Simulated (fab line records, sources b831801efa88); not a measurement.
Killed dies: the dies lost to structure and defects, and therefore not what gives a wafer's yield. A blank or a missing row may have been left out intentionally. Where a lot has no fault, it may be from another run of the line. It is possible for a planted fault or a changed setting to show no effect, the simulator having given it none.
fab line records | flow sfq_line
record: lots: 7 | wafers: 21 | last_day: 92
route steps=325 shown L0@8 L0V@16
lots untouched by any fault: they come from a run of this same line in which no faults occurred
start_h: the number of hours between the record's first day and the start of the first shown wafer of the lot | wait_h: hours since the lot's step before | " same as the row above | L1.1+2: one row covering several wafers at once | - no value, or no start was given | * or withheld: withheld | < > ~ a bound
route shown NAME@n: a module of which the file shows steps, and the number in the route of the first | usual: mean/standard deviation taken from wafers without a fault | same: alike in all rows | chamber/n: place in a boat | sites: each site's reading | _std_site: their standard deviation | _edge_site: outer sites' mean less inner sites' | radius_mm: how far each site lies from the wafer's centre | mask NAME#n: copy n | behind: the last tool/chamber to shape the wafer | hold: what put the lot on hold/how long, in hours/how the hold closed | device: whichever transistor did not switch (one of n, p or np) | end of line: the tests these same wafers got at the end of their route | a step without rows: its recipe alone | killed: the dies lost at the first sort to structure and to defects; this is not the yield of the wafer | map: the dies of a wafer, with x for killed, . for not killed, _ for no die there
set.NAME: the run value of the setting; set.NAME@STEP: its run value at that earlier step | model.NAME: the simulator's own value behind a step, which no gauge read
a table for each step, a row for each wafer; lots at some steps of the route
services: when a tool's chamber went out of use (start_h, in hours from the record's first day, below 0 if earlier), for how many hours, and the reason
== steps ==
step: SFQ_TRILAYER_L0_LITHO_SOFTBAKE_009
recipe: temp_c: withheld | time_s: withheld | resist: KrF
step: SFQ_TRILAYER_L0_LITHO_EXPOSE_006
recipe: mask_id: L0 | na: 0.6 | source_shape: conventional | sigma_outer: 0.65 | target_cd_nm: 2000 | dose_mj: 14.4
step: SFQ_TRILAYER_L0_LITHO_PEB_008
recipe: peb_temp_c: 115 | peb_time_s: 60 | resist: KrF
step: SFQ_TRILAYER_L0_LITHO_DEVELOP_007
recipe: time_s: 60 | resist: KrF
step: SFQ_TRILAYER_L0_BARC_OPEN_METAL_ETCH_010
recipe: mask_material: PR | chemistry: O2 | target_depth_nm: 125 | target: BARC | icp_w: 600 | bias_w: 80 | pressure_mtorr: 10 | time_s: 41.7
usual: bias_w: 80.03/0.23 | drypump_motor_current_A: 5.9/0.33 | oes_product_au: 0.685/0.0048 | rf_fwd_power_W: 591.3/2.1
same: time_s: 41.7
lot.wafer | tool         | chamber | start_h | wait_h | bias_w | drypump_motor_current_A | oes_product_au | rf_fwd_power_W | rf_hours_counter_h
L825.2    | rie_metal-04 | 0       | 80.21   | 0.1    | 79.43  | 5.7                     | 0.687          | 593.7          | 116
L825.5    | "            | 0       | "       | "      | 79.95  | 5.7                     | 0.697          | 594.4          | -
L825.6    | "            | 1       | "       | "      | 80.30  | 6.2                     | 0.684          | 588.3          | -
L829.2    | rie_metal-04 | 1       | 98.23   | 0.1    | 79.92  | 6.2                     | 0.685          | 592.0          | 58
L829.5    | "            | 0       | "       | "      | 80.50  | 5.7                     | 0.678          | 592.4          | -
L829.6    | "            | 1       | "       | "      | 79.73  | 6.2                     | 0.690          | 593.4          | -
L831.3    | rie_metal-03 | 1       | 109.80  | 0.1    | 79.90  | 6.3                     | 0.686          | 591.4          | -
L831.4    | "            | 0       | "       | "      | 80.21  | 5.4                     | 0.685          | 589.5          | -
L831.6    | "            | 1       | "       | "      | 79.92  | 6.3                     | 0.688          | 592.0          | -
L832.2    | rie_metal-04 | 1       | 113.38  | 0.1    | 80.13  | 6.2                     | 0.687          | 594.6          | 61
L832.3    | "            | 1       | "       | "      | 80.27  | 6.2                     | 0.690          | 592.2          | -
L832.6    | "            | 0       | "       | "      | 80.07  | 5.7                     | 0.691          | 592.0          | -
L833.1    | rie_metal-03 | 0       | 116.98  | 0.1    | 80.04  | 5.4                     | 0.687          | 591.1          | 51
L833.5    | "            | 0       | "       | "      | 79.93  | 5.4                     | 0.672          | 592.1          | -
L833.6    | "            | 1       | "       | "      | 79.69  | 6.3                     | 0.681          | 591.8          | -
L840.1    | rie_metal-01 | 1       | 161.37  | 0.1    | 80.10  | 5.9                     | 0.685          | 589.7          | 93
L840.2    | "            | 0       | "       | "      | 80.16  | 5.7                     | 0.687          | 592.8          | 3
L840.6    | "            | 0       | "       | "      | 80.27  | 5.7                     | 0.680          | 591.8          | -
L843.1    | rie_metal-01 | 0       | 180.12  | 0.1    | 79.86  | 5.7                     | 0.684          | 590.2          | 6
L843.2    | "            | 1       | "       | "      | 80.15  | 5.9                     | 0.679          | 590.6          | 97
L843.3    | "            | 0       | "       | "      | 79.38  | 5.7                     | 0.687          | 594.6          | -
step: SFQ_TRILAYER_L0_ETCH_METAL_ETCH_008
recipe: target: MoNx_KI | stop_on: SiO2 | mask_material: PR | chemistry: SF6/O2 | target_depth_nm: 50 | icp_w: 600 | bias_w: 80 | pressure_mtorr: 10 | time_s: 25
usual: bias_w: 80.02/0.24 | drypump_motor_current_A: 5.8/0.33 | oes_product_au: 0.872/0.0061 | rf_fwd_power_W: 589.5/2.9
same: time_s: 25
lot.wafer | tool         | chamber | start_h | wait_h | bias_w | drypump_motor_current_A | oes_product_au | rf_fwd_power_W | rf_hours_counter_h
L825.2    | rie_metal-04 | 0       | 80.27   | 0.0    | 79.88  | 5.7                     | 0.871          | 593.8          | 116
L825.5    | "            | 0       | "       | "      | 79.90  | 5.7                     | 0.875          | 591.8          | -
L825.6    | "            | 1       | "       | "      | 80.10  | 6.2                     | 0.869          | 594.8          | -
L829.2    | rie_metal-04 | 1       | 98.29   | 0.0    | 79.96  | 6.2                     | 0.872          | 591.6          | 58
L829.5    | "            | 0       | "       | "      | 80.06  | 5.7                     | 0.874          | 591.2          | -
L829.6    | "            | 1       | "       | "      | 80.10  | 6.3                     | 0.872          | 591.8          | -
L831.3    | rie_metal-03 | 1       | 109.85  | 0.0    | 80.04  | 6.3                     | 0.858          | 588.7          | -
L831.4    | "            | 0       | "       | "      | 80.19  | 5.5                     | 0.867          | 588.3          | -
L831.6    | "            | 1       | "       | "      | 80.16  | 6.3                     | 0.868          | 587.3          | -
L832.2    | rie_metal-04 | 1       | 113.44  | 0.0    | 79.65  | 6.2                     | 0.871          | 595.7          | 61
L832.3    | "            | 1       | "       | "      | 79.80  | 6.2                     | 0.876          | 591.9          | -
L832.6    | "            | 0       | "       | "      | 80.02  | 5.7                     | 0.877          | 589.7          | -
L833.1    | rie_metal-03 | 0       | 117.04  | 0.0    | 79.76  | 5.4                     | 0.882          | 588.9          | 51
L833.5    | "            | 0       | "       | "      | 80.24  | 5.4                     | 0.880          | 588.9          | -
L833.6    | "            | 1       | "       | "      | 80.04  | 6.3                     | 0.886          | 589.0          | -
L840.1    | rie_metal-01 | 1       | 161.43  | 0.0    | 80.45  | 5.9                     | 0.875          | 587.1          | 93
L840.2    | "            | 0       | "       | "      | 79.91  | 5.7                     | 0.870          | 589.5          | 3
L840.6    | "            | 0       | "       | "      | 79.61  | 5.7                     | 0.872          | 586.9          | -
L843.1    | rie_metal-01 | 0       | 180.18  | 0.0    | 80.02  | 5.7                     | 0.869          | 590.2          | 6
L843.2    | "            | 1       | "       | "      | 79.90  | 6.0                     | 0.880          | 591.1          | 97
L843.3    | "            | 0       | "       | "      | 79.55  | 5.7                     | 0.873          | 589.2          | -
step: SFQ_TRILAYER_L0_STRIP_STRIP_009
recipe: gas: O2 | power_w: 200 | platen_temp_c: 40 | overash_fraction: 0.65 | chemistry: O2 | pressure_mtorr: 50
usual: drypump_motor_current_A: 5.8/0.33 | oes_product_au: 0.997/0.0082
lot.wafer | tool         | chamber | start_h | wait_h | drypump_motor_current_A | oes_product_au | rf_hours_counter_h
L825.2    | rie_metal-04 | 0       | 80.32   | 0.0    | 5.7                     | 0.996          | 116
L825.5    | "            | 0       | "       | "      | 5.7                     | 0.997          | -
L825.6    | "            | 1       | "       | "      | 6.2                     | 0.995          | -
L829.2    | rie_metal-04 | 1       | 98.33   | 0.0    | 6.2                     | 1.000          | 58
L829.5    | "            | 0       | "       | "      | 5.7                     | 0.995          | -
L829.6    | "            | 1       | "       | "      | 6.3                     | 0.996          | -
L831.3    | rie_metal-03 | 1       | 110.08  | 0.2    | 6.3                     | 0.998          | -
L831.4    | "            | 0       | "       | "      | 5.4                     | 0.994          | -
L831.6    | "            | 1       | "       | "      | 6.3                     | 1.002          | -
L832.2    | rie_metal-04 | 1       | 113.48  | 0.0    | 6.2                     | 0.998          | 61
L832.3    | "            | 1       | "       | "      | 6.3                     | 1.005          | -
L832.6    | "            | 0       | "       | "      | 5.7                     | 0.983          | -
L833.1    | rie_metal-03 | 0       | 117.08  | 0.0    | 5.4                     | 1.012          | 51
L833.5    | "            | 0       | "       | "      | 5.4                     | 1.011          | -
L833.6    | "            | 1       | "       | "      | 6.3                     | 1.011          | -
L840.1    | rie_metal-01 | 1       | 161.48  | 0.0    | 5.9                     | 1.012          | 93
L840.2    | "            | 0       | "       | "      | 5.8                     | 0.995          | 3
L840.6    | "            | 0       | "       | "      | 5.8                     | 0.995          | -
L843.1    | rie_metal-01 | 0       | 180.23  | 0.0    | 5.8                     | 0.991          | 7
L843.2    | "            | 1       | "       | "      | 5.9                     | 1.005          | 97
L843.3    | "            | 0       | "       | "      | 5.7                     | 0.982          | -
step: SFQ_TRILAYER_L0_STRIP_SOLV_CLEAN_010
recipe: chemistry: NMP | temp_c: 70 | time_s: 600
step: SFQ_TRILAYER_L0_CAP_PECVD_011
recipe: material: SiO2 | temp_c: 150 | time_s: 13.333 | pressure_torr: 2.4 | rf_w: 183.3 | precursor: SiH4/N2O | target_thk_nm: 60
usual: heater_power_w: 88/11 | rf_fwd_power_W: 180.6/1 | throttle_valve_pct: 24.0/1.2
same: time_s: 13.333
lot.wafer | tool     | chamber | start_h | wait_h | heater_power_w | rf_fwd_power_W | throttle_valve_pct
L825.2    | pecvd-03 | 1       | 81.09   | 0.0    | 92             | 181.3          | 22.7
L825.5    | "        | 1       | "       | "      | 86             | 182.4          | 22.8
L825.6    | "        | 0       | "       | "      | 106            | 181.5          | 24.6
L829.2    | pecvd-02 | 0       | 99.32   | 0.0    | 104            | 178.5          | 25.6
L829.5    | "        | 2       | "       | "      | 77             | 180.2          | 25.8
L829.6    | "        | 0       | "       | "      | 104            | 178.8          | 25.8
L831.3    | pecvd-03 | 0       | 110.66  | 0.0    | 102            | 181.8          | 24.5
L831.4    | "        | 1       | "       | "      | 87             | 181.7          | 23.2
L831.6    | "        | 2       | "       | "      | 88             | 182.5          | 22.7
L832.2    | pecvd-03 | 1       | 114.28  | 0.0    | 86             | 180.1          | 23.0
L832.3    | "        | 0       | "       | "      | 99             | 180.8          | 24.8
L832.6    | "        | 0       | "       | "      | 98             | 180.7          | 24.5
L833.1    | pecvd-03 | 1       | 118.03  | 0.0    | 81             | 180.4          | 23.2
L833.5    | "        | 2       | "       | "      | 84             | 181.6          | 22.7
L833.6    | "        | 1       | "       | "      | 84             | 180.6          | 22.9
L840.1    | pecvd-01 | 0       | 162.25  | 0.0    | 91             | 179.5          | 25.4
L840.2    | "        | 1       | "       | "      | 86             | 179.6          | 23.7
L840.6    | "        | 1       | "       | "      | 86             | 180.1          | 23.9
L843.1    | pecvd-02 | 0       | 181.00  | 0.0    | 102            | 177.9          | 26.1
L843.2    | "        | 1       | "       | "      | 58             | 180.1          | 27.1
L843.3    | "        | 2       | "       | "      | 64             | 180.1          | 26.1
step: SFQ_TRILAYER_L0_VIA_LITHO_COAT_018
recipe: resist: BARC | spin_rpm: 3000 | resist_thk_nm: 62
step: SFQ_TRILAYER_L0_VIA_LITHO_COAT_013
recipe: resist: KrF | spin_rpm: 3000 | resist_thk_nm: 650
step: SFQ_TRILAYER_L0_VIA_LITHO_SOFTBAKE_017
recipe: temp_c: withheld | time_s: withheld | resist: KrF
step: SFQ_TRILAYER_L0_VIA_LITHO_EXPOSE_014
recipe: mask_id: L0V | na: 0.6 | source_shape: conventional | sigma_outer: 0.65 | target_cd_nm: 700 | dose_mj: 21.3
usual: exposure_dose_mJ_cm2: 21.301/0.02
same: na: 0.6
lot.wafer | tool           | chamber | start_h | wait_h | mask  | exposure_dose_mJ_cm2
L825.2    | krf_scanner-02 | 0       | 143.36  | -      | L0V#0 | 21.340
L825.5    | "              | 0       | "       | "      | L0V#0 | 21.308
L825.6    | "              | 0       | "       | "      | L0V#0 | 21.332
L829.2    | krf_scanner-01 | 0       | 170.42  | -      | L0V#0 | 21.303
L829.5    | "              | 0       | "       | "      | L0V#0 | 21.280
L829.6    | "              | 0       | "       | "      | L0V#0 | 21.316
L831.3    | krf_scanner-01 | 0       | 183.82  | -      | L0V#0 | 22.342
L831.4    | "              | 0       | "       | "      | L0V#0 | 22.339
L831.6    | "              | 0       | "       | "      | L0V#0 | 22.354
L832.2    | krf_scanner-01 | 0       | 186.02  | -      | L0V#0 | 22.378
L832.3    | "              | 0       | "       | "      | L0V#0 | 22.364
L832.6    | "              | 0       | "       | "      | L0V#0 | 22.369
L833.1    | krf_scanner-01 | 0       | 190.62  | -      | L0V#0 | 22.368
L833.5    | "              | 0       | "       | "      | L0V#0 | 22.339
L833.6    | "              | 0       | "       | "      | L0V#0 | 22.355
L840.1    | krf_scanner-02 | 0       | 242.36  | -      | L0V#0 | 21.303
L840.2    | "              | 0       | "       | "      | L0V#0 | 21.328
L840.6    | "              | 0       | "       | "      | L0V#0 | 21.314
L843.1    | krf_scanner-02 | 0       | 272.36  | -      | L0V#0 | 21.271
L843.2    | "              | 0       | "       | "      | L0V#0 | 21.287
L843.3    | "              | 0       | "       | "      | L0V#0 | 21.306
step: SFQ_TRILAYER_L0_VIA_LITHO_PEB_016
recipe: peb_temp_c: 115 | peb_time_s: 60 | resist: KrF
step: SFQ_TRILAYER_L0_VIA_LITHO_DEVELOP_015
recipe: time_s: 60 | resist: KrF
step: SFQ_L0V_OVL_MEAS_903
usual: L0V_OVL: 0/5.8
lot.wafer | tool       | chamber | start_h | wait_h | L0V_OVL[nm]
L825.2    | overlay-01 | -       | 144.67  | 0.1    | 1
L825.5    | "          | -       | "       | "      | -5
L825.6    | "          | -       | "       | "      | -2
L829.2    | overlay-01 | -       | 171.73  | 0.1    | 4
L829.5    | "          | -       | "       | "      | -3
L829.6    | "          | -       | "       | "      | 0
L831.3    | overlay-01 | -       | 184.93  | 0.1    | 1
L831.4    | "          | -       | "       | "      | 5
L831.6    | "          | -       | "       | "      | -3
L832.2    | overlay-02 | -       | 187.33  | 0.1    | -13
L832.3    | "          | -       | "       | "      | -7
L832.6    | "          | -       | "       | "      | -12
L833.1    | overlay-02 | -       | 192.12  | 0.1    | 1
L833.5    | "          | -       | "       | "      | -5
L833.6    | "          | -       | "       | "      | -1
L840.1    | overlay-02 | -       | 243.86  | 0.1    | 6
L840.2    | "          | -       | "       | "      | 3
L840.6    | "          | -       | "       | "      | 8
L843.1    | overlay-02 | -       | 273.86  | 0.1    | 4
L843.2    | "          | -       | "       | "      | 5
L843.3    | "          | -       | "       | "      | 3
step: SFQ_TRILAYER_L0_VIA_BARC_OPEN_VIA_ETCH_021
recipe: mask_material: PR | chemistry: O2 | target_depth_nm: 125 | target: BARC | source_w: 500 | bias_w: 80 | pressure_mtorr: 30 | time_s: 41.7
usual: bias_w: 79.97/0.24 | drypump_motor_current_A: 5.8/0.4 | oes_product_au: 0.685/0.0046 | rf_fwd_power_W: 495.0/2.1
same: time_s: 41.7
lot.wafer | tool        | chamber | start_h | wait_h | bias_w | drypump_motor_current_A | oes_product_au | rf_fwd_power_W | rf_hours_counter_h | model.L0V.cd_nm
L825.2    | rie_diel-03 | 0       | 144.70  | 0.0    | 80.03  | 5.7                     | 0.685          | 498.0          | 61                 | 698.5
L825.5    | "           | 2       | "       | "      | 80.05  | 6.2                     | 0.693          | 492.0          | -                  | 698.9
L825.6    | "           | 1       | "       | "      | 79.88  | 5.7                     | 0.682          | 495.2          | -                  | 699.4
L829.2    | rie_diel-04 | 2       | 171.76  | 0.0    | 80.21  | 5.4                     | 0.688          | 492.3          | 6                  | 699.1
L829.5    | "           | 2       | "       | "      | 79.97  | 5.3                     | 0.684          | 492.1          | -                  | 700.1
L829.6    | "           | 3       | "       | "      | 80.18  | 6.3                     | 0.689          | 497.5          | -                  | 700.1
L831.3    | rie_diel-03 | 2       | 184.96  | 0.0    | 79.87  | 6.2                     | 0.686          | 494.8          | 146                | 707.8
L831.4    | "           | 0       | "       | "      | 79.51  | 5.7                     | 0.684          | 494.5          | 62                 | 707.7
L831.6    | "           | 3       | "       | "      | 79.81  | 4.9                     | 0.690          | 496.5          | -                  | 707.5
L832.2    | rie_diel-04 | 3       | 187.36  | 0.0    | 80.00  | 6.4                     | 0.685          | 496.9          | 99                 | 705.9
L832.3    | "           | 1       | "       | "      | 80.04  | 5.7                     | 0.681          | 494.3          | 7                  | 707.1
L832.6    | "           | 2       | "       | "      | 79.75  | 5.3                     | 0.687          | 492.2          | -                  | 705.4
L833.1    | rie_diel-02 | 2       | 192.16  | 0.0    | 80.15  | 5.6                     | 0.685          | 496.2          | 42                 | 708.1
L833.5    | "           | 0       | "       | "      | 79.74  | 6.2                     | 0.683          | 495.6          | -                  | 708.5
L833.6    | "           | 3       | "       | "      | 80.00  | 6.1                     | 0.684          | 493.8          | -                  | 706.7
L840.1    | rie_diel-02 | 1       | 243.90  | 0.0    | 80.51  | 5.8                     | 0.690          | 493.6          | 101                | 700.1
L840.2    | "           | 2       | "       | "      | 79.97  | 5.6                     | 0.691          | 494.8          | 43                 | 701.1
L840.6    | "           | 3       | "       | "      | 79.83  | 6.1                     | 0.686          | 495.7          | -                  | 701.3
L843.1    | rie_diel-02 | 2       | 273.90  | 0.0    | 80.01  | 5.6                     | 0.686          | 495.2          | 44                 | 700.6
L843.2    | "           | 1       | "       | "      | 79.97  | 5.8                     | 0.678          | 495.4          | 101                | 700.1
L843.3    | "           | 0       | "       | "      | 79.99  | 6.2                     | 0.690          | 494.6          | 97                 | 699.9
step: SFQ_TRILAYER_L0_VIA_ETCH_VIA_ETCH_016
recipe: target: SiO2 | stop_on: MoNx_KI | mask_material: PR | chemistry: CHF3 | target_depth_nm: 80 | source_w: 500 | bias_w: 80 | pressure_mtorr: 30 | time_s: withheld
usual: bias_w: 80.04/0.23 | drypump_motor_current_A: 5.8/0.4 | oes_product_au: 0.844/0.0072 | rf_fwd_power_W: 495.7/2
lot.wafer | tool        | chamber | start_h | wait_h | bias_w | drypump_motor_current_A | oes_product_au | rf_fwd_power_W | model.L0V.cd_nm
L825.2    | rie_diel-03 | 0       | 144.74  | 0.0    | 79.87  | 5.7                     | 0.842          | 494.1          | 698.5
L825.5    | "           | 2       | "       | "      | 80.25  | 6.3                     | 0.858          | 495.4          | 698.9
L825.6    | "           | 1       | "       | "      | 80.00  | 5.7                     | 0.849          | 494.7          | 699
L829.2    | rie_diel-04 | 2       | 171.80  | 0.0    | 80.24  | 5.4                     | 0.829          | 494.3          | 699.2
L829.5    | "           | 2       | "       | "      | 80.15  | 5.4                     | 0.848          | 495.6          | 700.3
L829.6    | "           | 3       | "       | "      | 80.15  | 6.4                     | 0.849          | 499.4          | 699.8
L831.3    | rie_diel-03 | 2       | 185.00  | 0.0    | 79.73  | 6.3                     | 0.835          | 495.5          | 707.9
L831.4    | "           | 0       | "       | "      | 79.91  | 5.7                     | 0.846          | 496.3          | 707.8
L831.6    | "           | 3       | "       | "      | 79.99  | 4.9                     | 0.854          | 497.1          | 707.7
L832.2    | rie_diel-04 | 3       | 187.40  | 0.0    | 79.70  | 6.4                     | 0.841          | 494.2          | 706.3
L832.3    | "           | 1       | "       | "      | 79.82  | 5.7                     | 0.844          | 495.0          | 707.4
L832.6    | "           | 2       | "       | "      | 80.05  | 5.3                     | 0.838          | 492.8          | 705.7
L833.1    | rie_diel-02 | 2       | 192.20  | 0.0    | 80.15  | 5.6                     | 0.836          | 496.0          | 708
L833.5    | "           | 0       | "       | "      | 79.89  | 6.2                     | 0.849          | 493.1          | 707.8
L833.6    | "           | 3       | "       | "      | 80.00  | 6.1                     | 0.846          | 492.5          | 706.8
L840.1    | rie_diel-02 | 1       | 243.94  | 0.0    | 79.74  | 5.8                     | 0.843          | 497.6          | 699.8
L840.2    | "           | 2       | "       | "      | 80.11  | 5.6                     | 0.847          | 498.8          | 701
L840.6    | "           | 3       | "       | "      | 80.02  | 6.1                     | 0.855          | 494.5          | 701.5
L843.1    | rie_diel-02 | 2       | 273.94  | 0.0    | 80.30  | 5.7                     | 0.842          | 498.5          | 700.5
L843.2    | "           | 1       | "       | "      | 80.08  | 5.8                     | 0.842          | 496.7          | 700.3
L843.3    | "           | 0       | "       | "      | 79.93  | 6.2                     | 0.846          | 496.2          | 700
step: SFQ_TRILAYER_L0_VIA_STRIP_STRIP_017
recipe: gas: O2 | power_w: 200 | platen_temp_c: 40 | overash_fraction: 0.65 | chemistry: O2 | pressure_mtorr: 50
usual: drypump_motor_current_A: 6.0/0.31 | oes_product_au: 0.998/0.0084
lot.wafer | tool         | chamber | start_h | wait_h | drypump_motor_current_A | oes_product_au | rf_hours_counter_h
L825.2    | rie_metal-01 | 1       | 144.78  | -      | 5.9                     | 1.000          | 91
L825.5    | "            | 1       | "       | "      | 5.9                     | 1.006          | -
L825.6    | "            | 0       | "       | "      | 5.7                     | 0.994          | -
L829.2    | rie_metal-01 | 0       | 171.84  | -      | 5.8                     | 1.000          | 5
L829.5    | "            | 1       | "       | "      | 5.9                     | 1.005          | -
L829.6    | "            | 0       | "       | "      | 5.8                     | 0.995          | -
L831.3    | rie_metal-04 | 1       | 185.24  | -      | 6.3                     | 1.007          | -
L831.4    | "            | 0       | "       | "      | 5.6                     | 0.998          | -
L831.6    | "            | 1       | "       | "      | 6.3                     | 1.019          | -
L832.2    | rie_metal-04 | 1       | 187.44  | -      | 6.2                     | 1.001          | 73
L832.3    | "            | 0       | "       | "      | 5.6                     | 0.983          | -
L832.6    | "            | 0       | "       | "      | 5.7                     | 0.993          | -
L833.1    | rie_metal-04 | 0       | 192.24  | -      | 5.7                     | 1.003          | 133
L833.5    | "            | 1       | "       | "      | 6.2                     | 0.997          | -
L833.6    | "            | 0       | "       | "      | 5.7                     | 0.987          | -
L840.1    | rie_metal-04 | 0       | 243.98  | -      | 5.7                     | 0.994          | 143
L840.2    | "            | 1       | "       | "      | 6.3                     | 0.990          | 83
L840.6    | "            | 1       | "       | "      | 6.2                     | 1.005          | -
L843.1    | rie_metal-01 | 1       | 273.98  | -      | 6.0                     | 0.997          | 111
L843.2    | "            | 0       | "       | "      | 5.8                     | 0.995          | 21
L843.3    | "            | 1       | "       | "      | 6.0                     | 0.996          | -
== services ==
tool           | chamber | start_h | hours | kind
rie_metal-04   | -       | 56.64   | 0.1   | repair
rie_metal-03   | 0       | 60.37   | 10.2  | repair
pecvd-03       | 1       | 64.86   | 2.7   | repair
krf_scanner-02 | -       | 85.91   | 11.6  | pm
rie_metal-01   | 0       | 87.77   | 11.0  | repair
krf_scanner-01 | -       | 97.93   | 0.8   | pm
krf_scanner-01 | -       | 120.28  | 3.6   | pm
rie_diel-03    | 0       | 131.22  | 6.4   | repair
rie_diel-02    | 1       | 141.00  | 9.1   | repair
rie_diel-04    | 0       | 145.51  | 11.0  | repair
pecvd-03       | 0       | 150.19  | 3.8   | repair
krf_scanner-01 | -       | 156.17  | 1.3   | pm
rie_metal-03   | -       | 162.70  | 1.4   | pm
rie_metal-04   | -       | 165.69  | 2.8   | pm
rie_diel-04    | -       | 201.55  | 4.3   | pm
krf_scanner-01 | -       | 208.62  | 1.0   | pm
krf_scanner-01 | -       | 210.82  | 7.2   | pm
krf_scanner-01 | -       | 222.48  | 8.7   | repair
rie_diel-04    | 0       | 236.49  | 2.2   | repair
rie_diel-04    | 3       | 239.77  | 9.3   | repair
rie_metal-03   | 1       | 247.40  | 6.9   | repair
rie_diel-04    | -       | 259.37  | 1.1   | repair
krf_scanner-01 | -       | 264.05  | 0.8   | pm
pecvd-03       | -       | 265.54  | 14.6  | pm
== key ==
first_sign: step: SFQ_TRILAYER_L0_VIA_LITHO_EXPOSE_014 | reading: exposure_dose_mJ_cm2 | direction: up | sigmas: 52 | usual: 21.301 | struck: 22.356
effect none on later readings
model_effect: step: SFQ_TRILAYER_L0_VIA_BARC_OPEN_VIA_ETCH_021 | value: L0V.cd_nm | without: 699.4 | struck: 707.2
model_effect: step: SFQ_TRILAYER_L0_VIA_ETCH_VIA_ETCH_016 | value: L0V.cd_nm | without: 699.4 | struck: 707.3
met_at SFQ_TRILAYER_L0_VIA_LITHO_EXPOSE_014
struck_wafers L831.3,L831.4,L831.6,L832.2,L832.3,L832.6,L833.1,L833.5,L833.6
fault: kind: process_parameter_drift | tool: krf_scanner-01 | chamber: - | onset_h: 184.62 | steps: SFQ_TRILAYER_L0_VIA_LITHO_EXPOSE_014 | channel: dose_mj | offset: 1.0536 | shape: step | acts_in: these_recipes_only | stated: 21.3
